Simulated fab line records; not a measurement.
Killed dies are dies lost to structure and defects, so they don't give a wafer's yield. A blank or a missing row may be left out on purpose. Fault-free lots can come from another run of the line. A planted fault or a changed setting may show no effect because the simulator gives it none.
fab line records	flow sky130
[record] lots = 24	wafers = 72	last-day = 50
route steps=708 shown METAL2@484 CAPM@541 VIA3@596 METAL4@601 VIA4@652
lots with no fault: from the same line, run without faults
start-h: hours from the record's first day to the start of the lot's first wafer shown	wait-h: time in hours since the lot's previous step	" same as the row above	L1.1+2: several wafers, shown together as one row	- no value, or no start given	* or withheld: withheld	< > ~ a bound
route shown NAME@n: NAME is a module with steps in the file, n the number in the route of the first one	usual: mean and standard deviation over wafers with no fault	same: alike in all rows	chamber/n: place in a boat	sites: each site's reading	_std_site: their standard deviation	_edge_site: mean of outer sites minus mean of inner sites	radius-mm: for every site, how far away it sits from the centre of the wafer	mask NAME#n: copy n	behind: the most recent tool/chamber to have shaped the wafer	hold: what put the lot on hold/how long, in hours/how the hold closed	device: names the non-switching transistor (n, p or np)	end of line: the route-end tests of the same wafers	a step with no rows: only its recipe	killed: dies lost to structure and defects at the first sort, not the wafer's yield	map: shows each die of a wafer: x if killed, . if not, _ if none is there
set.NAME: setting as actually run; set.NAME@STEP: the setting as run at that earlier step	model.NAME: the simulator's own value behind a step, which no gauge read
route steps across a sampled set of lots; one table per step, one row per wafer
services: from which hour (start-h, from the record's first day; less than 0 if before it) a tool's chamber was out of use, for how many hours, and why
[[steps]]
[step SKY_METAL2_SPUTTER_01]
[recipe] material = TiN	target-thk-nm = 20	power-w = 6500	time-s = 16.7	chamber-pressure-pa = 0.4
[usual] throttle-valve-pct = 30.1/1
[same] time-s = 16.7
lot.wafer	tool	chamber	start-h	wait-h	throttle-valve-pct
L074.1	pvd-sputter-02	-	790.34	0.0	30.2
L074.2	"	-	"	"	30.2
L074.3	"	-	"	"	27.7
L075.1	pvd-sputter-03	-	796.44	0.0	31.0
L075.3	"	-	"	"	29.0
L075.6	"	-	"	"	29.0
L076.4	pvd-sputter-01	-	810.10	0.0	29.2
L076.5	"	-	"	"	30.3
L076.6	"	-	"	"	29.5
L077.1	pvd-sputter-01	-	827.18	0.0	30.3
L077.2	"	-	"	"	30.8
L077.3	"	-	"	"	31.7
L078.1	pvd-sputter-03	-	828.71	0.0	31.2
L078.2	"	-	"	"	29.8
L078.5	"	-	"	"	29.8
L080.1	pvd-sputter-03	-	834.66	0.0	30.8
L080.2	"	-	"	"	28.8
L080.5	"	-	"	"	31.8
L079.2	pvd-sputter-03	-	836.10	0.0	29.0
L079.3	"	-	"	"	29.5
L079.6	"	-	"	"	29.6
L081.1	pvd-sputter-02	-	844.34	0.0	29.9
L081.2	"	-	"	"	30.5
L081.6	"	-	"	"	30.5
L082.1	pvd-sputter-02	-	867.63	0.0	30.2
L082.3	"	-	"	"	30.9
L082.6	"	-	"	"	30.1
L084.3	pvd-sputter-01	-	870.36	0.0	30.5
L084.4	"	-	"	"	31.6
L084.6	"	-	"	"	30.2
L083.3	pvd-sputter-02	-	875.67	0.0	27.9
L083.4	"	-	"	"	30.2
L083.5	"	-	"	"	30.1
L085.1	pvd-sputter-01	-	884.01	0.0	29.4
L085.4	"	-	"	"	30.3
L085.5	"	-	"	"	31.5
L086.2	pvd-sputter-01	-	884.91	0.0	31.5
L086.3	"	-	"	"	29.4
L086.4	"	-	"	"	30.9
L087.1	pvd-sputter-02	-	895.58	0.0	30.6
L087.3	"	-	"	"	30.3
L087.4	"	-	"	"	27.9
L088.3	pvd-sputter-02	-	902.61	0.0	30.8
L088.4	"	-	"	"	30.1
L088.6	"	-	"	"	30.3
L089.3	pvd-sputter-03	-	906.24	0.0	30.8
L089.4	"	-	"	"	28.8
L089.6	"	-	"	"	28.6
L090.2	pvd-sputter-01	-	911.41	0.0	29.6
L090.3	"	-	"	"	31.5
L090.4	"	-	"	"	30.6
L091.2	pvd-sputter-01	-	922.75	0.0	29.3
L091.4	"	-	"	"	31.7
L091.6	"	-	"	"	30.2
L092.2	pvd-sputter-02	-	931.07	0.0	28.0
L092.3	"	-	"	"	30.3
L092.6	"	-	"	"	30.2
L094.2	pvd-sputter-03	-	938.96	0.0	31.1
L094.3	"	-	"	"	31.6
L094.5	"	-	"	"	31.8
L093.1	pvd-sputter-02	-	946.05	0.0	30.6
L093.3	"	-	"	"	27.9
L093.5	"	-	"	"	30.2
L095.1	pvd-sputter-03	-	946.07	0.0	29.4
L095.2	"	-	"	"	31.8
L095.4	"	-	"	"	31.0
L096.1	pvd-sputter-02	-	952.81	0.0	28.1
L096.2	"	-	"	"	30.4
L096.4	"	-	"	"	29.9
L097.1	pvd-sputter-02	-	959.47	0.0	30.3
L097.4	"	-	"	"	27.7
L097.5	"	-	"	"	28.0
[step SKY_METAL2_SPUTTER_04]
[recipe] material = TiN	target-thk-nm = 70	power-w = 6500	time-s = 58.3	chamber-pressure-pa = 0.4
[usual] throttle-valve-pct = 30.1/1
[same] time-s = 58.3
lot.wafer	tool	chamber	start-h	wait-h	throttle-valve-pct
L074.1	pvd-sputter-02	-	790.41	0.0	30.0
L074.2	"	-	"	"	30.5
L074.3	"	-	"	"	28.1
L075.1	pvd-sputter-03	-	796.51	0.0	30.6
L075.3	"	-	"	"	28.7
L075.6	"	-	"	"	28.7
L076.4	pvd-sputter-01	-	810.17	0.0	29.4
L076.5	"	-	"	"	30.2
L076.6	"	-	"	"	29.6
L077.1	pvd-sputter-01	-	827.25	0.0	30.1
L077.2	"	-	"	"	30.9
L077.3	"	-	"	"	31.6
L078.1	pvd-sputter-03	-	828.78	0.0	30.9
L078.2	"	-	"	"	29.5
L078.5	"	-	"	"	29.7
L080.1	pvd-sputter-03	-	834.73	0.0	31.1
L080.2	"	-	"	"	28.7
L080.5	"	-	"	"	31.6
L079.2	pvd-sputter-03	-	836.17	0.0	28.8
L079.3	"	-	"	"	29.6
L079.6	"	-	"	"	29.5
L081.1	pvd-sputter-02	-	844.40	0.0	30.2
L081.2	"	-	"	"	30.5
L081.6	"	-	"	"	30.3
L082.1	pvd-sputter-02	-	867.70	0.0	30.6
L082.3	"	-	"	"	30.8
L082.6	"	-	"	"	30.2
L084.3	pvd-sputter-01	-	870.43	0.0	30.2
L084.4	"	-	"	"	31.4
L084.6	"	-	"	"	30.3
L083.3	pvd-sputter-02	-	875.74	0.0	28.0
L083.4	"	-	"	"	30.4
L083.5	"	-	"	"	30.0
L085.1	pvd-sputter-01	-	884.08	0.0	29.5
L085.4	"	-	"	"	30.4
L085.5	"	-	"	"	31.6
L086.2	pvd-sputter-01	-	884.98	0.0	31.4
L086.3	"	-	"	"	29.6
L086.4	"	-	"	"	30.6
L087.1	pvd-sputter-02	-	895.65	0.0	30.7
L087.3	"	-	"	"	30.3
L087.4	"	-	"	"	28.0
L088.3	pvd-sputter-02	-	902.68	0.0	30.7
L088.4	"	-	"	"	30.5
L088.6	"	-	"	"	30.3
L089.3	pvd-sputter-03	-	906.31	0.0	30.9
L089.4	"	-	"	"	28.7
L089.6	"	-	"	"	28.9
L090.2	pvd-sputter-01	-	911.48	0.0	29.4
L090.3	"	-	"	"	31.7
L090.4	"	-	"	"	30.2
L091.2	pvd-sputter-01	-	922.82	0.0	29.5
L091.4	"	-	"	"	31.4
L091.6	"	-	"	"	30.4
L092.2	pvd-sputter-02	-	931.14	0.0	27.8
L092.3	"	-	"	"	30.2
L092.6	"	-	"	"	30.3
L094.2	pvd-sputter-03	-	939.03	0.0	31.2
L094.3	"	-	"	"	31.6
L094.5	"	-	"	"	31.3
L093.1	pvd-sputter-02	-	946.11	0.0	30.6
L093.3	"	-	"	"	28.0
L093.5	"	-	"	"	30.4
L095.1	pvd-sputter-03	-	946.13	0.0	29.7
L095.2	"	-	"	"	31.5
L095.4	"	-	"	"	31.1
L096.1	pvd-sputter-02	-	952.88	0.0	28.0
L096.2	"	-	"	"	30.3
L096.4	"	-	"	"	30.0
L097.1	pvd-sputter-02	-	959.53	0.0	30.3
L097.4	"	-	"	"	28.2
L097.5	"	-	"	"	28.0
[step SKY_CAPM_THK_MEAS_04]
[recipe] thk-meas-gauge = xrf	reads = TiN_of_CAPM_SPUTTER_02
[usual] CAPM_TIN_THK = 203.1/2.9
lot.wafer	tool	chamber	start-h	wait-h	CAPM_TIN_THK[nm]
L074.1	film-metro-02	-	847.60	0.1	206.8
L074.2	"	-	"	"	203.3
L074.3	"	-	"	"	204.5
L075.1	film-metro-02	-	852.15	0.1	202.1
L075.3	"	-	"	"	201.4
L075.6	"	-	"	"	203.5
L076.4	film-metro-02	-	865.46	0.1	203.3
L076.5	"	-	"	"	202.0
L076.6	"	-	"	"	206.1
L077.1	film-metro-02	-	883.86	0.1	203.4
L077.2	"	-	"	"	204.3
L077.3	"	-	"	"	201.2
L078.1	film-metro-04	-	884.76	0.1	203.1
L078.2	"	-	"	"	205.7
L078.5	"	-	"	"	205.2
L080.1	film-metro-02	-	890.81	0.1	204.1
L080.2	"	-	"	"	206.0
L080.5	"	-	"	"	205.5
L079.2	film-metro-04	-	892.39	0.1	203.0
L079.3	"	-	"	"	200.8
L079.6	"	-	"	"	201.5
L081.1	film-metro-04	-	900.46	0.1	198.6
L081.2	"	-	"	"	201.2
L081.6	"	-	"	"	198.8
L082.1	film-metro-01	-	922.88	0.1	203.6
L082.3	"	-	"	"	203.6
L082.6	"	-	"	"	204.2
L084.3	film-metro-02	-	924.25	0.1	206.9
L084.4	"	-	"	"	208.2
L084.6	"	-	"	"	208.4
L083.3	film-metro-01	-	930.07	0.1	204.8
L083.4	"	-	"	"	203.8
L083.5	"	-	"	"	201.3
L085.1	film-metro-04	-	937.33	0.1	200.1
L085.4	"	-	"	"	198.5
L085.5	"	-	"	"	196.5
L086.2	film-metro-02	-	938.69	0.1	203.5
L086.3	"	-	"	"	201.8
L086.4	"	-	"	"	204.0
L087.1	film-metro-04	-	949.55	0.1	204.4
L087.3	"	-	"	"	206.0
L087.4	"	-	"	"	202.0
L088.3	film-metro-02	-	955.60	0.1	199.3
L088.4	"	-	"	"	198.1
L088.6	"	-	"	"	202.1
L089.3	film-metro-01	-	959.06	0.1	200.3
L089.4	"	-	"	"	197.4
L089.6	"	-	"	"	203.5
L090.2	film-metro-04	-	963.63	0.1	203.6
L090.3	"	-	"	"	203.4
L090.4	"	-	"	"	204.5
L091.2	film-metro-04	-	975.14	0.1	202.4
L091.4	"	-	"	"	202.3
L091.6	"	-	"	"	200.5
L092.2	film-metro-01	-	983.08	0.1	199.6
L092.3	"	-	"	"	202.2
L092.6	"	-	"	"	197.5
L094.2	film-metro-01	-	990.51	0.1	202.8
L094.3	"	-	"	"	205.5
L094.5	"	-	"	"	200.1
L093.1	film-metro-02	-	997.12	0.1	205.7
L093.3	"	-	"	"	201.7
L093.5	"	-	"	"	203.2
L095.1	film-metro-04	-	997.83	0.1	207.3
L095.2	"	-	"	"	207.4
L095.4	"	-	"	"	203.1
L096.1	film-metro-01	-	1003.41	0.1	200.9
L096.2	"	-	"	"	202.1
L096.4	"	-	"	"	199.0
L097.1	film-metro-01	-	1010.02	0.1	204.3
L097.4	"	-	"	"	209.6
L097.5	"	-	"	"	208.4
[step SKY_VIA3_THK_MEAS_23]
[recipe] thk-meas-gauge = xrf	reads = W_of_VIA3_CVD_21
[usual] VIA3_W_THK = 394/4.7
lot.wafer	tool	chamber	start-h	wait-h	VIA3_W_THK[nm]
L074.1	film-metro-04	-	927.97	0.1	396
L074.2	"	-	"	"	384
L074.3	"	-	"	"	389
L075.1	film-metro-03	-	932.57	0.1	391
L075.3	"	-	"	"	387
L075.6	"	-	"	"	394
L076.4	film-metro-03	-	944.70	0.1	396
L076.5	"	-	"	"	394
L076.6	"	-	"	"	394
L077.1	film-metro-01	-	961.54	0.1	401
L077.2	"	-	"	"	398
L077.3	"	-	"	"	391
L078.1	film-metro-03	-	962.69	0.1	390
L078.2	"	-	"	"	399
L078.5	"	-	"	"	396
L080.1	film-metro-03	-	968.27	0.1	393
L080.2	"	-	"	"	391
L080.5	"	-	"	"	395
L079.2	film-metro-03	-	969.58	0.1	397
L079.3	"	-	"	"	398
L079.6	"	-	"	"	398
L081.1	film-metro-04	-	977.37	0.1	395
L081.2	"	-	"	"	401
L081.6	"	-	"	"	396
L082.1	film-metro-03	-	997.92	0.1	400
L082.3	"	-	"	"	398
L082.6	"	-	"	"	407
L084.3	film-metro-04	-	1000.39	0.1	387
L084.4	"	-	"	"	387
L084.6	"	-	"	"	386
L083.3	film-metro-01	-	1005.56	0.1	386
L083.4	"	-	"	"	390
L083.5	"	-	"	"	393
L085.1	film-metro-03	-	1012.04	0.1	390
L085.4	"	-	"	"	392
L085.5	"	-	"	"	388
L086.2	film-metro-03	-	1013.26	0.1	396
L086.3	"	-	"	"	395
L086.4	"	-	"	"	399
L087.1	film-metro-04	-	1023.26	0.1	384
L087.3	"	-	"	"	383
L087.4	"	-	"	"	382
L088.3	film-metro-01	-	1029.17	0.1	387
L088.4	"	-	"	"	398
L088.6	"	-	"	"	388
L089.3	film-metro-03	-	1031.64	0.1	386
L089.4	"	-	"	"	387
L089.6	"	-	"	"	387
L090.2	film-metro-03	-	1037.29	0.1	397
L090.3	"	-	"	"	392
L090.4	"	-	"	"	397
L091.2	film-metro-01	-	1047.09	0.1	398
L091.4	"	-	"	"	396
L091.6	"	-	"	"	394
L092.2	film-metro-03	-	1055.31	0.1	395
L092.3	"	-	"	"	400
L092.6	"	-	"	"	398
L094.2	film-metro-03	-	1061.74	0.1	394
L094.3	"	-	"	"	395
L094.5	"	-	"	"	396
L093.1	film-metro-03	-	1066.84	0.1	400
L093.3	"	-	"	"	397
L093.5	"	-	"	"	397
L095.1	film-metro-01	-	1068.01	0.1	394
L095.2	"	-	"	"	399
L095.4	"	-	"	"	401
L096.1	film-metro-04	-	1073.41	0.1	395
L096.2	"	-	"	"	396
L096.4	"	-	"	"	397
L097.1	film-metro-01	-	1078.57	0.1	392
L097.4	"	-	"	"	392
L097.5	"	-	"	"	394
[step SKY_METAL4_SPUTTER_03]
[recipe] material = Ti	target-thk-nm = 5	power-w = 3000	time-s = 3.3	chamber-pressure-pa = 0.4
[usual] throttle-valve-pct = 29.9/0.97
[same] time-s = 3.3
lot.wafer	tool	chamber	start-h	wait-h	throttle-valve-pct
L074.1	pvd-sputter-01	-	928.41	0.0	30.8
L074.2	"	-	"	"	30.3
L074.3	"	-	"	"	31.4
L075.1	pvd-sputter-04	-	933.02	0.0	28.6
L075.3	"	-	"	"	29.5
L075.6	"	-	"	"	29.9
L076.4	pvd-sputter-02	-	945.15	0.0	30.4
L076.5	"	-	"	"	27.9
L076.6	"	-	"	"	30.2
L077.1	pvd-sputter-02	-	961.98	0.0	30.4
L077.2	"	-	"	"	30.2
L077.3	"	-	"	"	31.0
L078.1	pvd-sputter-04	-	963.13	0.0	29.2
L078.2	"	-	"	"	30.3
L078.5	"	-	"	"	30.4
L080.1	pvd-sputter-04	-	968.71	0.0	29.2
L080.2	"	-	"	"	30.3
L080.5	"	-	"	"	29.3
L079.2	pvd-sputter-04	-	970.02	0.0	30.2
L079.3	"	-	"	"	30.4
L079.6	"	-	"	"	29.4
L081.1	pvd-sputter-04	-	977.81	0.0	30.1
L081.2	"	-	"	"	29.6
L081.6	"	-	"	"	28.5
L082.1	pvd-sputter-02	-	998.37	0.0	30.2
L082.3	"	-	"	"	30.5
L082.6	"	-	"	"	27.8
L084.3	pvd-sputter-04	-	1000.81	0.0	30.2
L084.4	"	-	"	"	29.5
L084.6	"	-	"	"	30.6
L083.3	pvd-sputter-01	-	1005.99	0.0	29.8
L083.4	"	-	"	"	31.2
L083.5	"	-	"	"	31.4
L085.1	pvd-sputter-04	-	1012.49	0.0	28.4
L085.4	"	-	"	"	29.3
L085.5	"	-	"	"	28.4
L086.2	pvd-sputter-01	-	1013.70	0.0	29.3
L086.3	"	-	"	"	31.7
L086.4	"	-	"	"	30.4
L087.1	pvd-sputter-01	-	1023.70	0.0	29.6
L087.3	"	-	"	"	30.8
L087.4	"	-	"	"	31.2
L088.3	pvd-sputter-02	-	1029.60	0.0	28.1
L088.4	"	-	"	"	30.6
L088.6	"	-	"	"	30.3
L089.3	pvd-sputter-04	-	1032.06	0.0	28.3
L089.4	"	-	"	"	30.3
L089.6	"	-	"	"	28.6
L090.2	pvd-sputter-02	-	1037.72	0.0	30.1
L090.3	"	-	"	"	30.8
L090.4	"	-	"	"	30.4
L091.2	pvd-sputter-04	-	1047.52	0.0	28.4
L091.4	"	-	"	"	29.4
L091.6	"	-	"	"	30.5
L092.2	pvd-sputter-02	-	1055.74	0.0	30.2
L092.3	"	-	"	"	30.9
L092.6	"	-	"	"	30.6
L094.2	pvd-sputter-04	-	1062.18	0.0	29.7
L094.3	"	-	"	"	30.3
L094.5	"	-	"	"	30.1
L093.1	pvd-sputter-02	-	1067.29	0.0	30.3
L093.3	"	-	"	"	30.2
L093.5	"	-	"	"	27.9
L095.1	pvd-sputter-04	-	1068.46	0.0	28.6
L095.2	"	-	"	"	29.1
L095.4	"	-	"	"	30.1
L096.1	pvd-sputter-01	-	1073.86	0.0	31.5
L096.2	"	-	"	"	30.4
L096.4	"	-	"	"	31.8
L097.1	pvd-sputter-04	-	1079.02	0.0	30.5
L097.4	"	-	"	"	28.6
L097.5	"	-	"	"	28.3
[step SKY_VIA4_STRIP_13]
[recipe] chemistry = O2/N2	power-w = 1400	pressure-mtorr = 1500	platen-temp-c = withheld	o2-flow-sccm = 3000	n2-flow-sccm = 300	overash-fraction = 0.5
[usual] drypump-motor-current-A = 5.7/0.48	oes-product-au = 0.710/0.0044	strip-time-to-endpoint-s = 12.80/0.035
[same] overash-fraction = 0.5
lot.wafer	tool	chamber	start-h	wait-h	drypump-motor-current-A	oes-product-au	rf-hours-counter-h	strip-time-to-endpoint-s
L074.1	plasma-asher-03	0	1003.50	-	5.7	0.710	25	12.82
L074.2	"	1	"	"	6.2	0.713	25	12.78
L074.3	"	0	"	"	5.7	0.710	-	12.78
L075.1	plasma-asher-01	0	1005.60	-	6.3	0.717	120	12.78
L075.3	"	0	"	"	6.3	0.709	-	12.83
L075.6	"	1	"	"	5.6	0.711	-	12.82
L076.4	plasma-asher-02	0	1019.01	-	4.8	0.711	-	12.78
L076.5	"	0	"	"	4.8	0.710	-	12.68
L076.6	"	1	"	"	5.9	0.711	-	12.82
L077.1	plasma-asher-01	1	1034.05	-	5.6	0.711	122	12.76
L077.2	"	0	"	"	6.3	0.717	122	12.89
L077.3	"	0	"	"	6.3	0.708	-	12.81
L078.1	plasma-asher-03	0	1035.75	-	5.7	0.715	28	12.77
L078.2	"	1	"	"	6.2	0.712	28	12.85
L078.5	"	1	"	"	6.2	0.706	-	12.78
L080.1	plasma-asher-01	0	1041.15	-	6.3	0.704	123	12.82
L080.2	"	1	"	"	5.6	0.716	123	12.85
L080.5	"	0	"	"	6.3	0.709	-	12.80
L079.2	plasma-asher-03	0	1041.73	-	5.7	0.710	29	12.80
L079.3	"	0	"	"	5.7	0.712	-	12.75
L079.6	"	0	"	"	5.6	0.705	-	12.70
L081.1	plasma-asher-03	1	1049.33	-	6.2	0.707	29	12.86
L081.2	"	0	"	"	5.7	0.710	29	12.82
L081.6	"	1	"	"	6.2	0.709	-	12.81
L082.1	plasma-asher-02	0	1067.08	-	4.8	0.697	91	12.79
L082.3	"	0	"	"	4.8	0.716	-	12.83
L082.6	"	1	"	"	5.8	0.706	-	12.83
L084.3	plasma-asher-03	1	1069.86	-	6.2	0.705	-	12.75
L084.4	"	0	"	"	5.7	0.710	-	12.80
L084.6	"	1	"	"	6.2	0.714	-	12.78
L083.3	plasma-asher-02	0	1074.31	-	4.8	0.705	-	12.78
L083.4	"	1	"	"	5.8	0.711	-	12.76
L083.5	"	0	"	"	4.8	0.712	-	12.83
L085.1	plasma-asher-01	1	1081.62	-	5.7	0.711	2	12.83
L085.4	"	0	"	"	6.3	0.710	-	12.85
L085.5	"	0	"	"	6.3	0.709	-	12.83
L086.2	plasma-asher-01	1	1082.62	-	5.6	0.711	2	12.83
L086.3	"	1	"	"	5.6	0.711	-	12.81
L086.4	"	0	"	"	6.3	0.706	-	12.81
L087.1	plasma-asher-02	1	1091.67	-	5.8	0.711	93	12.84
L087.3	"	0	"	"	4.8	0.708	-	12.81
L087.4	"	1	"	"	5.8	0.710	-	12.78
L088.3	plasma-asher-02	1	1094.66	-	5.8	0.708	-	12.77
L088.4	"	0	"	"	4.8	0.706	-	12.77
L088.6	"	1	"	"	5.8	0.714	-	12.81
L089.3	plasma-asher-02	1	1098.63	-	5.8	0.712	-	12.82
L089.4	"	0	"	"	4.8	0.713	-	12.78
L089.6	"	0	"	"	4.8	0.707	-	12.78
L090.2	plasma-asher-01	1	1104.02	-	5.7	0.707	4	12.79
L090.3	"	0	"	"	6.3	0.705	-	12.80
L090.4	"	1	"	"	5.6	0.708	-	12.79
L091.2	plasma-asher-01	0	1111.57	-	6.3	0.711	4	12.79
L091.4	"	1	"	"	5.6	0.705	-	12.83
L091.6	"	0	"	"	6.3	0.713	-	12.77
L092.2	plasma-asher-02	1	1118.95	-	5.8	0.706	96	12.80
L092.3	"	1	"	"	5.8	0.705	-	12.75
L092.6	"	0	"	"	4.8	0.703	-	12.87
L094.2	plasma-asher-03	1	1126.57	-	6.1	0.713	37	12.78
L094.3	"	1	"	"	6.1	0.716	-	12.79
L094.5	"	0	"	"	5.7	0.705	-	12.85
L093.1	plasma-asher-02	1	1130.63	-	5.8	0.712	97	12.78
L093.3	"	0	"	"	4.8	0.708	-	12.85
L093.5	"	0	"	"	4.8	0.707	-	12.80
L095.1	plasma-asher-01	0	1131.53	-	6.3	0.702	7	12.78
L095.2	"	1	"	"	5.6	0.713	7	12.80
L095.4	"	1	"	"	5.6	0.715	-	12.76
L096.1	plasma-asher-03	1	1136.22	-	6.1	0.704	38	12.80
L096.2	"	0	"	"	5.7	0.701	38	12.77
L096.4	"	0	"	"	5.7	0.709	-	12.83
L097.1	plasma-asher-01	1	1140.30	-	5.6	0.709	8	12.83
L097.4	"	1	"	"	5.7	0.712	-	12.83
L097.5	"	1	"	"	5.7	0.721	-	12.78
[[services]]
tool	chamber	start-h	hours	kind
pvd-sputter-03	-	806.46	5.6	repair
pvd-sputter-02	-	819.61	9.3	repair
pvd-sputter-02	-	821.36	15.1	repair
pvd-sputter-01	-	834.76	4.5	repair
plasma-asher-03	-	847.74	0.4	repair
plasma-asher-03	-	859.23	1.7	repair
pvd-sputter-02	-	867.83	2.4	repair
plasma-asher-03	-	871.46	2.8	repair
plasma-asher-02	-	886.01	0.6	repair
pvd-sputter-01	-	923.44	2.4	repair
pvd-sputter-03	-	924.54	0.7	repair
plasma-asher-02	-	929.35	5.5	repair
pvd-sputter-04	-	939.48	7.5	repair
pvd-sputter-01	-	948.70	1.9	repair
pvd-sputter-03	-	953.60	6.0	repair
pvd-sputter-03	-	954.75	1.9	repair
plasma-asher-02	-	985.82	14.6	pm
pvd-sputter-01	-	998.38	2.1	repair
pvd-sputter-02	-	1047.64	4.9	repair
plasma-asher-01	-	1055.25	9.0	pm
pvd-sputter-01	-	1063.41	7.6	repair
pvd-sputter-01	-	1079.57	3.6	repair
pvd-sputter-03	-	1085.15	4.0	repair
pvd-sputter-02	-	1103.67	3.2	repair
[[key]]
fault none
